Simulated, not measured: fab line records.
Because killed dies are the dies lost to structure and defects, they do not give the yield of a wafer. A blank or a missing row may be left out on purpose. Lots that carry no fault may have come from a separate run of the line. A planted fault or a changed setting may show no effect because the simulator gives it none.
Which tool was responsible?    flow gf180mcu    39 wafers from 13 lots sampled at 5 of the route's 602 steps

WHAT THE GAUGES READ, wafer by wafer
GF_STI_CD_MEAS_12: target cd 220 nm.
lot   measured     on         cd-nm (nm)
L286  day 2 02:08  cd-sem-02  221.2 221.2 220.7
L288  day 2 11:52  cd-sem-01  221.2 220.9 222.4
L290  day 2 21:47  cd-sem-02  221.0 221.9 221.9
L294  day 3 18:47  cd-sem-02  219.0 218.8 220.5
L295  day 4 01:23  cd-sem-01  221.1 220.6 220.8
L297  day 4 12:04  cd-sem-02  221.1 220.1 220.9
L298  day 4 15:39  cd-sem-01  218.2 218.9 219.6
L299  day 4 21:02  cd-sem-02  220.2 220.8 220.0
L302  day 5 14:02  cd-sem-02  220.6 219.5 219.6
L301  day 5 14:07  cd-sem-01  212.4 212.1 212.1
L303  day 5 20:19  cd-sem-02  212.5 212.1 212.5
L307  day 6 15:12  cd-sem-01  220.6 221.2 220.2
L309  day 7 00:29  cd-sem-01  219.3 218.9 218.6

GF_DUAL_GATE_THK_MEAS_03.
lot   measured      on             DUAL_GATE_OXIDATION_00_THK (nm)
L286  day 7 14:32   film-metro-02  10.82 10.88 10.90
L288  day 8 03:44   film-metro-02  10.84 10.87 11.07
L290  day 8 16:06   film-metro-03  10.95 10.78 11.12
L294  day 9 16:36   film-metro-01  11.40 11.41 11.42
L295  day 10 05:02  film-metro-03  10.93 11.11 11.01
L297  day 11 04:11  film-metro-01  11.06 11.19 11.16
L298  day 11 05:58  film-metro-03  10.60 10.54 10.57
L299  day 11 10:46  film-metro-02  10.66 10.73 10.88
L302  day 12 04:05  film-metro-02  10.95 10.63 10.93
L301  day 12 04:52  film-metro-02  10.58 10.58 10.69
L303  day 12 12:46  film-metro-01  11.11 11.28 11.06
L307  day 13 22:28  film-metro-03  10.78 10.84 10.96
L309  day 14 10:59  film-metro-03  10.99 11.04 11.13

WHAT TOOL EACH LOT RAN ON (gives the tool, then ch and the chambers of the sampled wafers, and finally the start)
lot   GF_STI_PEB_10                     GF_STI_ETCH_13                     GF_STI_STRIP_15
L286  litho-track-02 ch 0, day 2 01:47  rie-diel-04 ch 0,2,3, day 2 02:15  plasma-asher-04 ch 0,1, day 2 02:25
L288  litho-track-01 ch 0, day 2 11:31  rie-diel-02 ch 0,1,3, day 2 11:59  plasma-asher-01 ch 0,1, day 2 12:08
L290  litho-track-03 ch 0, day 2 21:28  rie-diel-02 ch 0,1,2, day 2 21:52  plasma-asher-02 ch 0,1, day 2 22:04
L294  litho-track-03 ch 0, day 3 18:28  rie-diel-01 ch 0,3, day 3 18:52    plasma-asher-01 ch 0,1, day 3 19:04
L295  litho-track-01 ch 0, day 4 01:02  rie-diel-01 ch 0,1,3, day 4 01:29  plasma-asher-02 ch 0,1, day 4 01:38
L297  litho-track-03 ch 0, day 4 11:44  rie-diel-04 ch 0,1,3, day 4 12:10  plasma-asher-04 ch 0,1, day 4 12:19
L298  litho-track-02 ch 0, day 4 15:19  rie-diel-04 ch 0,1,3, day 4 15:45  plasma-asher-01 ch 1, day 4 15:55
L299  litho-track-01 ch 0, day 4 20:41  rie-diel-01 ch 1,3, day 4 21:08    plasma-asher-04 ch 1, day 4 21:17
L302  litho-track-03 ch 0, day 5 13:43  rie-diel-04 ch 0,1,3, day 5 14:07  plasma-asher-01 ch 0,1, day 5 14:19
L301  litho-track-01 ch 0, day 5 13:46  rie-diel-02 ch 2,3, day 5 14:14    plasma-asher-04 ch 0, day 5 14:23
L303  litho-track-01 ch 0, day 5 19:58  rie-diel-02 ch 0,1,2, day 5 20:26  plasma-asher-01 ch 0,1, day 5 20:35
L307  litho-track-02 ch 0, day 6 14:52  rie-diel-01 ch 1,2,3, day 6 15:18  plasma-asher-01 ch 0,1, day 6 15:28
L309  litho-track-03 ch 0, day 7 00:10  rie-diel-01 ch 0,1,3, day 7 00:34  plasma-asher-02 ch 0,1, day 7 00:46
- GF_STI_PEB_10: peb time 90 s.
- GF_STI_ETCH_13: etches the open film in CHF3/O2, stops on Si, target depth 282.31 nm, time 112.9 s.
- GF_STI_STRIP_15: strips in O2/N2.

WHAT THE TOOLS THEMSELVES READ (means of the sampled wafers that have a number; where no wafer has one, the mark that the record gives instead)
GF_STI_PEB_10.
lot   tool            chill-plate-temp-C (C)
L286  litho-track-02  22.98
L288  litho-track-01  22.96
L290  litho-track-03  23.21
L294  litho-track-03  23.02
L295  litho-track-01  23.11
L297  litho-track-03  22.99
L298  litho-track-02  23.02
L299  litho-track-01  22.89
L302  litho-track-03  23.00
L301  litho-track-01  22.92
L303  litho-track-01  23.00
L307  litho-track-02  23.00
L309  litho-track-03  23.09

GF_STI_ETCH_13.
lot   tool         O2_flow_sccm (sccm)  drypump-motor-current-A (A)  oes-product-au (a.u.)  throttle-valve-pct (%)
L286  rie-diel-04  4.998                5.5                          0.839                  8.812
L288  rie-diel-02  5.003                5.7                          0.828                  8.813
L290  rie-diel-02  4.984                5.3                          0.833                  8.805
L294  rie-diel-01  5.003                6.1                          0.830                  8.817
L295  rie-diel-01  4.995                5.8                          0.825                  8.805
L297  rie-diel-04  5.002                5.5                          0.828                  8.804
L298  rie-diel-04  4.994                5.5                          0.826                  8.786
L299  rie-diel-01  4.988                6.1                          0.832                  8.808
L302  rie-diel-04  5.009                5.5                          0.843                  8.804
L301  rie-diel-02  4.988                5.8                          0.829                  8.808
L303  rie-diel-02  4.990                5.3                          0.825                  8.813
L307  rie-diel-01  5.004                6.1                          0.826                  8.812
L309  rie-diel-01  4.988                5.8                          0.824                  8.801

GF_STI_STRIP_15.
lot   tool             drypump-motor-current-A (A)  heater-power-w (W)  oes-product-au (a.u.)  strip-time-to-endpoint-s (s)
L286  plasma-asher-04  5.8                          327                 0.380                  3.66
L288  plasma-asher-01  5.1                          353                 0.381                  3.70
L290  plasma-asher-02  5.6                          345                 0.388                  3.74
L294  plasma-asher-01  5.1                          352                 0.382                  3.77
L295  plasma-asher-02  5.6                          350                 0.378                  3.72
L297  plasma-asher-04  5.8                          330                 0.378                  3.67
L298  plasma-asher-01  6.0                          324                 0.379                  3.72
L299  plasma-asher-04  6.1                          337                 0.386                  3.72
L302  plasma-asher-01  5.1                          353                 0.379                  3.71
L301  plasma-asher-04  5.3                          314                 0.385                  3.70
L303  plasma-asher-01  5.6                          337                 0.384                  3.76
L307  plasma-asher-01  5.6                          341                 0.379                  3.66
L309  plasma-asher-02  5.6                          352                 0.384                  3.69

THE ANSWER, worked out from the rows above alone
Rule: what is usual is taken from the lots themselves. Put in order of their means at a reading, lots are off if they are a third of the lots or fewer, leave a main group of 4 or more, and stand apart from it by a gap of 3 or more times the standard deviation of the main group's means; of several such gaps the widest counts. A main group is skipped when, at the precision printed for the reading in the tables above, its means are all equal. Also off: a lot with no number at a reading for which 4 or more lots have one. Any other lot the step has rows for is counted as sound. First the gauges in route order, then the tools' own readings, where a lot's mean is used as printed above. The first step at which some lot is off is used, and at that step the reading that is off furthest; a lot without a number counts as furthest.
Off, at GF_STI_CD_MEAS_12 on cd-nm: L301, L303. The main group has a mean of 220.3 nm with a standard deviation of 0.9.
A tool fits if, at a process step before that reading, it ran every lot that is off, and no sound lot after the first of them. The gauges at GF_STI_CD_MEAS_12 are tried like those tools. One fits: GF_STI_PEB_10 on litho-track-01. Its last sound lot is L299 (day 4 20:41), its first lot that is off L301 (day 5 13:46): a fault that began between those two fits.

WHAT THE SIMULATOR HAD INSERTED
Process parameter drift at GF_STI_PEB_10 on litho-track-01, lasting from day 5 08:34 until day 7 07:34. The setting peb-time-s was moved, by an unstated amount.
Lots struck among those shown: L301, L303. The rule above reached the same finding.
